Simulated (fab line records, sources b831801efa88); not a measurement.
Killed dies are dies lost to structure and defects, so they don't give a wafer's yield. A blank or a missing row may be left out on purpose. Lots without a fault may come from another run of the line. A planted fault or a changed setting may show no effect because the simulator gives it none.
Which tool did it? | flow gf180mcu | 6 lots, 18 wafers sampled, at 3 steps of a route of 602

WHAT THE GAUGES READ, wafer by wafer
GF_LVPWELL_TW_MEAS_11.
lot  | measured    | on            | LVPWELL_TW
L755 | day 4 07:16 | film_metro-03 | 559.7 561.4 559.5
L761 | day 5 20:28 | film_metro-02 | 559.4 558.4 556.2
L765 | day 6 18:22 | film_metro-02 | 561.4 565.7 561.5
L768 | day 7 09:41 | film_metro-02 | 559.1 560.5 558.2
L772 | day 8 08:49 | film_metro-04 | 558.2 560.0 558.1
L774 | day 8 22:58 | film_metro-02 | 561.8 563.7 562.2

WHICH TOOL RAN EACH LOT (tool, then ch and the chambers of the sampled wafers, then the start)
lot  | GF_NWELL_STRIP_10                   | GF_LVPWELL_STRIP_10
L755 | plasma_asher-04 ch 0,1, day 3 17:58 | plasma_asher-01 ch 0,1, day 4 07:10
L761 | plasma_asher-04 ch 0, day 5 04:59   | plasma_asher-04 ch 0,1, day 5 20:22
L765 | plasma_asher-04 ch 0,1, day 6 02:50 | plasma_asher-03 ch 0,1, day 6 18:16
L768 | plasma_asher-03 ch 0,1, day 6 18:50 | plasma_asher-03 ch 0,1, day 7 09:35
L772 | plasma_asher-02 ch 0,1, day 7 16:29 | plasma_asher-03 ch 0,1, day 8 08:43
L774 | plasma_asher-02 ch 0,1, day 8 06:19 | plasma_asher-04 ch 0,1, day 8 22:52
- GF_NWELL_STRIP_10: strips in O2/N2.
- GF_LVPWELL_STRIP_10: strips in O2/N2.

THE ANSWER, worked out from the rows above alone
Rule: what is usual is taken from the lots themselves. Put in order of their means at a reading, lots are off if they are a third of the lots or fewer, leave a main group of 4 or more, and stand apart from it by a gap of 3 or more times the standard deviation of the main group's means; of several such gaps the widest counts. A main group whose means are all the same, to the digits that the tables above print for the reading, isn't used. A lot without any number at a reading at which 4 lots or more have one is off too. The other lots that the step has rows for count as sound.
No lot is off at any reading shown: from this, nothing can be told.

WHAT THE SIMULATOR HAD PUT IN
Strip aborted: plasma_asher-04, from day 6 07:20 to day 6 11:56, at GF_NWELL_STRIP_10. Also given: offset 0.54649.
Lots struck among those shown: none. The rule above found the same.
